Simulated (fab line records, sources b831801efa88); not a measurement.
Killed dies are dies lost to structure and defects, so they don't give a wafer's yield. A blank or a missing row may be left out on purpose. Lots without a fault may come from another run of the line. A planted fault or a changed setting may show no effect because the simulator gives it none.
A struck lot beside a sound one | flow sky130 | 37 steps out of a route of 708
Sound: wafers L416.1, L416.4, L416.5. Struck: wafers L415.3, L415.4, L415.5. The cause comes at the end.
At each step with rows: each side's tool, then ch and its chambers, then its first start. Under that, the readings that differ: sound wafers | struck wafers | difference of the means | sigmas: that difference in standard deviations of wafers without a fault.
alike: readings whose means differ by less than 2 such deviations, and words and numbers that are the same on both sides. not compared: withheld readings, readings that some wafer has no value for, bounds like >300 that may hide the same value, and numbers for which the record gives no deviation and whose values overlap.
The two part at a step that has a row with sigmas, a row that says differs or no value, or rows on one side only. Numbers that don't overlap but have no deviation are shown without sigmas and don't part them. A reading that every wafer of one side lacks parts them only if that side has two wafers or more.

first, 1 step without rows for these wafers: SKY_METAL2_DEVELOP_14 (develop time 61.34 s).
SKY_METAL2_CD_MEAS_15: target cd 140 nm.
  sound on cd_sem-01, day 39 06:55; struck on cd_sem-01, day 39 00:17
  alike: cd_nm
SKY_METAL2_OVL_MEAS_16:
  sound on overlay-02, day 39 07:02; struck on overlay-02, day 39 00:23
  alike: METAL2_OVL
then, 2 steps without rows for these wafers: SKY_METAL2_DESCUM_17 (chemistry O2, time 8 s); SKY_METAL2_ETCH_18 (etches BARC in N2/H2, stops on SiO2, time 45.9 s, target depth 60 nm).
SKY_METAL2_METAL_ETCH_19: etches the open film in Cl2/BCl3, stops on SiO2, target depth 360 nm, time 78 s.
  sound on rie_metal-01 ch 0,1, day 39 07:10; struck on rie_metal-02 ch 0,1, day 39 00:32
  alike: bcl3_flow_sccm, drypump_motor_current_A, oes_product_au, rf_fwd_power_W, throttle_valve_pct
  not compared: rf_hours_counter_h
then, 5 steps without rows for these wafers: SKY_METAL2_STRIP_20 (strips in O2/N2); SKY_METAL2_STRIP_21 (strips in post etch residue remover, time 1200 s); SKY_METAL2_CLEAN_22 (cleans in IPA, time 180 s); SKY_METAL2_CLEAN_23 (cleans in O3/DIW); SKY_VIA2_HDPCVD_00 (deposits SiO2, target thk 1180 nm, time 196.7 s).
SKY_VIA2_THK_MEAS_01:
  sound on film_metro-02, day 39 07:59; struck on film_metro-03, day 39 01:25
  alike: VIA2_HDPCVD_THK
SKY_VIA2_CMP_02: polishes SiO2.
  sound on cmp-01 ch 0,1, day 39 08:09; struck on cmp-02 ch 0,1, day 39 01:28
  reading                                  | sound             | struck            | difference | sigmas
  model.SiO2_of_VIA2_HDPCVD_00.thk_nm (nm) | 494.9 493.6 494.7 | 617.3 617.1 617.9 | +123.0     |
  alike: motor_current_A
SKY_VIA2_BOW_MEAS_03:
  sound on film_metro-03, day 39 08:24; struck on film_metro-04, day 39 01:48
  alike: VIA2_BOW
then, 8 steps without rows for these wafers: SKY_VIA2_DEHYDRATE_04 (time 60 s); SKY_VIA2_HMDS_05 (prime time 60 s); SKY_VIA2_COAT_06 (resist thk 60 nm); SKY_VIA2_COAT_07 (resist thk 450 nm); SKY_VIA2_SOFTBAKE_08 (time 90 s); SKY_VIA2_EXPOSE_09 (exposes mask VIM2, target cd 200 nm); SKY_VIA2_PEB_10; SKY_VIA2_DEVELOP_11 (develop time 62.84 s).
SKY_VIA2_CD_MEAS_12: target cd 200 nm.
  sound on cd_sem-01, day 40 07:13; struck on cd_sem-01, day 40 01:55
  alike: cd_nm
SKY_VIA2_OVL_MEAS_13:
  sound on overlay-01, day 40 07:20; struck on overlay-01, day 40 02:00
  alike: VIA2_OVL
SKY_VIA2_ETCH_14: etches BARC in N2/H2, stops on SiO2, time 45.9 s, target depth 60 nm.
  sound on rie_diel-02 ch 0,2, day 40 07:22; struck on rie_diel-04 ch 1,2, day 40 02:02
  alike: drypump_motor_current_A, oes_product_au, rf_fwd_power_W, throttle_valve_pct
  not compared: rf_hours_counter_h
SKY_VIA2_ETCH_15: etches SiO2 in C4F8/O2/Ar, stops on TiN, target depth 546 nm, time 84 s.
  sound on rie_diel-02 ch 0,2, day 40 07:25; struck on rie_diel-04 ch 1,2, day 40 02:04
  reading                          | sound             | struck            | difference | sigmas
  oes_product_au (a.u.)            | 0.944 0.935 0.940 | 0.998 1.004 0.993 | +0.059     | +12
  model.etch.depth_nm (nm)         | 494.9 493.6 494.7 | 541.7 547.8 542.9 | +49.7      |
  model.VIA2.feature_depth_nm (nm) | 494.9 493.6 494.7 | 541.7 547.8 542.9 | +49.7      |
  alike: rf_fwd_power_W
  not compared: rf_hours_counter_h
SKY_VIA2_STRIP_16: strips in O2/N2.
  sound on plasma_asher-04 ch 0,1, day 40 07:29; struck on plasma_asher-02 ch 0,1, day 40 02:10
  reading                      | sound             | struck            | difference | sigmas
  strip_time_to_endpoint_s (s) | 3.994 4.026 4.010 | 4.072 4.060 4.076 | +0.059     | +2
  alike: drypump_motor_current_A, oes_product_au
  not compared: rf_hours_counter_h
then, 4 steps without rows for these wafers: SKY_VIA2_STRIP_17 (strips in post etch residue remover, time 1200 s); SKY_VIA2_CLEAN_18 (cleans in IPA, time 180 s); SKY_VIA2_CLEAN_19 (cleans in O3/DIW); SKY_VIA2_SPUTTER_20 (material TiN, target thk 20 nm, time 80 s).
SKY_VIA2_CVD_21: deposits W, target thk 420 nm, time 126.4 s.
  sound on cvd_w-02 ch 0,1, day 40 08:26; struck on cvd_w-02 ch 0,1, day 40 02:55
  alike: heater_power_w
SKY_VIA2_CMP_24: polishes, stops on SiO2, t overpolish 20 s, target thk 0 nm.
  sound on cmp-02 ch 2,3, day 40 08:47; struck on cmp-02 ch 0,1,2, day 40 03:17
  alike: motor_current_A
SKY_METAL3_SPUTTER_00: material Ti, target thk 15 nm, time 10 s.
  the record has rows for the sound wafers here (pvd_sputter-02, day 40 09:02) and none for the struck ones
SKY_METAL3_SPUTTER_01: material TiN, target thk 20 nm, time 16.7 s.
  the record has rows for the sound wafers here (pvd_sputter-02, day 40 09:04) and none for the struck ones
SKY_CAPM_THK_MEAS_01:
  the record has rows for the sound wafers here (film_metro-03, day 40 09:13) and none for the struck ones
SKY_METAL3_METAL_ETCH_18: etches the open film in Cl2/BCl3, stops on SiO2, target depth 845 nm, time 183.1 s.
  the record has rows for the sound wafers here (rie_metal-03 ch 0,1, day 42 10:00) and none for the struck ones

WHERE THEY PART
First at SKY_VIA2_ETCH_15; last, within this record, at SKY_METAL3_METAL_ETCH_18.

WHY: what the simulator had put in
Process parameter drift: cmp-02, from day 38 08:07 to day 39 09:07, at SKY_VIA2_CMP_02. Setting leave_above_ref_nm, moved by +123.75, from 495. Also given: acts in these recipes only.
